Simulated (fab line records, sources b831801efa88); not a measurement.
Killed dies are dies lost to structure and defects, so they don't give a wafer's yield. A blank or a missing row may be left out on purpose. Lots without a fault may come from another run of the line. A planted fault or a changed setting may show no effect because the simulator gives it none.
Which tool did it? | flow sky130 | 13 lots, 39 wafers sampled, at 6 steps of a route of 708

WHAT THE GAUGES READ, wafer by wafer
SKY_NWELL_TW_MEAS_26.
lot  | measured     | on            | NWELL_2_TW
L235 | day 5 12:41  | film_metro-01 | 491 490 491
L237 | day 5 19:29  | film_metro-01 | 495 494 496
L238 | day 6 08:17  | film_metro-01 | 489 493 493
L239 | day 6 08:49  | film_metro-01 | 492 493 495
L241 | day 6 19:32  | film_metro-01 | 31 31 31
L250 | day 9 04:14  | film_metro-02 | 494 491 494
L251 | day 9 16:35  | film_metro-04 | 498 501 499
L252 | day 9 18:06  | film_metro-01 | 491 493 490
L253 | day 10 07:02 | film_metro-01 | 491 491 490
L254 | day 10 05:14 | film_metro-04 | 507 504 503
L256 | day 10 15:29 | film_metro-01 | 492 493 491
L257 | day 10 21:08 | film_metro-04 | 502 502 503
L258 | day 11 04:38 | film_metro-04 | 504 505 504

SKY_VT_ADJUST_HVTR_CD_MEAS_07: target cd 380 nm.
lot  | measured     | on        | cd_nm (nm)
L235 | day 9 19:21  | cd_sem-01 | 379.6 381.7 378.9
L237 | day 10 04:15 | cd_sem-01 | 379.0 379.7 378.9
L238 | day 10 18:48 | cd_sem-01 | 377.0 378.4 377.5
L239 | day 10 19:58 | cd_sem-02 | 387.0 385.0 382.9
L241 | day 11 09:03 | cd_sem-02 | 381.6 379.2 381.0
L250 | day 14 03:03 | cd_sem-02 | 379.8 381.9 381.6
L251 | day 14 19:58 | cd_sem-02 | 379.8 376.0 377.0
L252 | day 14 22:13 | cd_sem-02 | 376.2 378.0 378.0
L253 | day 15 12:30 | cd_sem-02 | 377.1 375.4 376.7
L254 | day 15 10:48 | cd_sem-02 | 377.3 378.9 378.7
L256 | day 15 21:35 | cd_sem-01 | 378.9 380.4 381.1
L257 | day 16 05:13 | cd_sem-01 | 379.4 378.1 380.2
L258 | day 16 13:14 | cd_sem-02 | 381.2 383.0 383.6

WHICH TOOL RAN EACH LOT (tool, then ch and the chambers of the sampled wafers, then the start)
lot  | SKY_FIELD_ISO_ETCH_17           | SKY_NWELL_STRIP_14                   | SKY_NWELL_STRIP_25                   | SKY_VT_ADJUST_LVTN_STRIP_20
L235 | rie_si-01 ch 0,1,3, day 2 05:56 | plasma_asher-04 ch 1, day 4 18:44    | plasma_asher-03 ch 0,1, day 5 12:35  | plasma_asher-03 ch 0,1, day 7 23:41
L237 | rie_si-02 ch 0,2, day 2 15:14   | plasma_asher-04 ch 0,1, day 5 01:02  | plasma_asher-01 ch 0,1, day 5 19:23  | plasma_asher-02 ch 0,1, day 8 08:26
L238 | rie_si-02 ch 1,2, day 3 02:02   | plasma_asher-01 ch 0,1, day 5 13:53  | plasma_asher-04 ch 0,1, day 6 08:11  | plasma_asher-02 ch 0,1, day 8 21:47
L239 | rie_si-01 ch 0,1,3, day 3 02:17 | plasma_asher-04 ch 0,1, day 5 14:13  | plasma_asher-03 ch 0,1, day 6 08:44  | plasma_asher-03 ch 0,1, day 8 22:43
L241 | rie_si-01 ch 0,1,2, day 3 11:52 | plasma_asher-04 ch 0,1, day 6 00:26  | plasma_asher-01 ch 0,1, day 6 19:26  | plasma_asher-01 ch 0,1, day 9 11:03
L250 | rie_si-02 ch 0,1,2, day 5 13:08 | plasma_asher-01 ch 0,1, day 8 06:41  | plasma_asher-03 ch 0,1, day 9 04:08  | plasma_asher-03 ch 0,1, day 12 02:11
L251 | rie_si-02 ch 0,1,3, day 5 19:23 | plasma_asher-01 ch 0,1, day 8 18:29  | plasma_asher-01 ch 1, day 9 16:29    | plasma_asher-01 ch 0,1, day 12 16:41
L252 | rie_si-01 ch 0,1,2, day 5 21:17 | plasma_asher-04 ch 0,1, day 8 19:26  | plasma_asher-03 ch 0,1, day 9 17:59  | plasma_asher-02 ch 0,1, day 12 18:05
L253 | rie_si-01 ch 2,3, day 6 08:28   | plasma_asher-04 ch 1, day 9 07:56    | plasma_asher-01 ch 0,1, day 10 06:56 | plasma_asher-02 ch 0,1, day 13 07:51
L254 | rie_si-02 ch 0,1,2, day 6 08:47 | plasma_asher-04 ch 0,1, day 9 06:56  | plasma_asher-01 ch 0,1, day 10 05:08 | plasma_asher-03 ch 0,1, day 13 06:14
L256 | rie_si-02 ch 1,2,3, day 6 18:37 | plasma_asher-04 ch 0,1, day 9 16:41  | plasma_asher-01 ch 0,1, day 10 15:23 | plasma_asher-02 ch 0,1, day 13 17:05
L257 | rie_si-02 ch 0,1, day 7 00:28   | plasma_asher-01 ch 0,1, day 9 21:59  | plasma_asher-01 ch 1, day 10 21:02   | plasma_asher-03 ch 1, day 14 00:00
L258 | rie_si-01 ch 0,2,3, day 7 05:07 | plasma_asher-04 ch 0,1, day 10 05:05 | plasma_asher-01 ch 0,1, day 11 04:32 | plasma_asher-02 ch 0,1, day 14 07:39
- SKY_FIELD_ISO_ETCH_17: etches Si in HBr/Cl2/O2, target depth 342 nm, time 97.7 s.
- SKY_NWELL_STRIP_14: strips in O2/N2.
- SKY_NWELL_STRIP_25: strips in O2/N2.
- SKY_VT_ADJUST_LVTN_STRIP_20: strips in O2/N2.

WHAT THE TOOLS THEMSELVES READ (means of the sampled wafers that have a number; where no wafer has one, the mark that the record gives instead)
SKY_FIELD_ISO_ETCH_17.
lot  | tool      | drypump_motor_current_A (A) | oes_product_au (a.u.) | throttle_valve_pct (%)
L235 | rie_si-01 | 5.2                         | 1.002                 | 25.658
L237 | rie_si-02 | 5.6                         | 0.996                 | 25.661
L238 | rie_si-02 | 6.0                         | 0.998                 | 25.656
L239 | rie_si-01 | 5.1                         | 0.995                 | 25.655
L241 | rie_si-01 | 5.3                         | 0.994                 | 25.650
L250 | rie_si-02 | 5.8                         | 0.991                 | 25.661
L251 | rie_si-02 | 6.0                         | 1.000                 | 25.649
L252 | rie_si-01 | 5.3                         | 0.994                 | 25.656
L253 | rie_si-01 | 5.1                         | 0.992                 | 25.662
L254 | rie_si-02 | 5.8                         | 0.996                 | 25.663
L256 | rie_si-02 | 6.0                         | 0.999                 | 25.662
L257 | rie_si-02 | 6.1                         | 1.008                 | 25.656
L258 | rie_si-01 | 5.1                         | 0.999                 | 25.660

SKY_NWELL_STRIP_14.
lot  | tool            | drypump_motor_current_A (A) | oes_product_au (a.u.) | strip_time_to_endpoint_s (s)
L235 | plasma_asher-04 | 5.3                         | 0.719                 | 37.11
L237 | plasma_asher-04 | 5.5                         | 0.728                 | 36.81
L238 | plasma_asher-01 | 6.5                         | 0.721                 | 36.97
L239 | plasma_asher-04 | 5.8                         | 0.726                 | 37.08
L241 | plasma_asher-04 | 5.5                         | 0.958                 | -
L250 | plasma_asher-01 | 6.3                         | 0.723                 | 36.92
L251 | plasma_asher-01 | 6.3                         | 0.725                 | 36.96
L252 | plasma_asher-04 | 5.5                         | 0.729                 | 36.95
L253 | plasma_asher-04 | 5.3                         | 0.727                 | 36.93
L254 | plasma_asher-04 | 5.8                         | 0.723                 | 36.94
L256 | plasma_asher-04 | 5.8                         | 0.724                 | 37.05
L257 | plasma_asher-01 | 6.5                         | 0.723                 | 36.88
L258 | plasma_asher-04 | 5.8                         | 0.723                 | 36.85

SKY_NWELL_STRIP_25.
lot  | tool            | drypump_motor_current_A (A) | oes_product_au (a.u.) | strip_time_to_endpoint_s (s)
L235 | plasma_asher-03 | 5.8                         | 0.722                 | 36.96
L237 | plasma_asher-01 | 6.5                         | 0.723                 | 36.93
L238 | plasma_asher-04 | 5.8                         | 0.723                 | 36.81
L239 | plasma_asher-03 | 5.8                         | 0.719                 | 37.02
L241 | plasma_asher-01 | 6.5                         | 0.726                 | 48.64
L250 | plasma_asher-03 | 5.8                         | 0.724                 | 36.98
L251 | plasma_asher-01 | 6.7                         | 0.720                 | 36.96
L252 | plasma_asher-03 | 5.8                         | 0.723                 | 36.87
L253 | plasma_asher-01 | 6.3                         | 0.722                 | 36.95
L254 | plasma_asher-01 | 6.4                         | 0.719                 | 36.95
L256 | plasma_asher-01 | 6.5                         | 0.724                 | 37.02
L257 | plasma_asher-01 | 6.7                         | 0.721                 | 36.94
L258 | plasma_asher-01 | 6.3                         | 0.721                 | 36.92

SKY_VT_ADJUST_LVTN_STRIP_20.
lot  | tool            | drypump_motor_current_A (A) | oes_product_au (a.u.) | strip_time_to_endpoint_s (s)
L235 | plasma_asher-03 | 5.74                        | 0.712                 | 14.20
L237 | plasma_asher-02 | 5.97                        | 0.717                 | 14.22
L238 | plasma_asher-02 | 5.88                        | 0.715                 | 14.22
L239 | plasma_asher-03 | 5.76                        | 0.718                 | 14.20
L241 | plasma_asher-01 | 6.32                        | 0.717                 | 14.22
L250 | plasma_asher-03 | 5.80                        | 0.717                 | 14.13
L251 | plasma_asher-01 | 6.29                        | 0.712                 | 14.19
L252 | plasma_asher-02 | 5.89                        | 0.716                 | 14.23
L253 | plasma_asher-02 | 5.89                        | 0.719                 | 14.19
L254 | plasma_asher-03 | 5.80                        | 0.713                 | 14.20
L256 | plasma_asher-02 | 5.88                        | 0.715                 | 14.16
L257 | plasma_asher-03 | 5.69                        | 0.719                 | 14.19
L258 | plasma_asher-02 | 5.89                        | 0.719                 | 14.17

THE ANSWER, worked out from the rows above alone
Rule: what is usual is taken from the lots themselves. Put in order of their means at a reading, lots are off if they are a third of the lots or fewer, leave a main group of 4 or more, and stand apart from it by a gap of 3 or more times the standard deviation of the main group's means; of several such gaps the widest counts. A main group whose means are all the same, to the digits that the tables above print for the reading, isn't used. A lot without any number at a reading at which 4 lots or more have one is off too. The other lots that the step has rows for count as sound. The gauges are gone through in route order, then the tools' own readings, and for those a lot's mean is taken as printed above. The first step at which some lot is off is used, and at that step the reading that is off furthest; a lot without a number counts as furthest.
Off: L241, at SKY_NWELL_TW_MEAS_26 (NWELL_2_TW). The main group: mean 496, standard deviation 5.2.
A tool fits if, at a process step before that reading, it ran every lot that is off, and no sound lot after the first of them. The gauges at SKY_NWELL_TW_MEAS_26 aren't tried: what is off there is off at SKY_NWELL_STRIP_14 too, on other tools, and a gauge's error can't cause that. None of those tried fits.

WHAT THE SIMULATOR HAD PUT IN
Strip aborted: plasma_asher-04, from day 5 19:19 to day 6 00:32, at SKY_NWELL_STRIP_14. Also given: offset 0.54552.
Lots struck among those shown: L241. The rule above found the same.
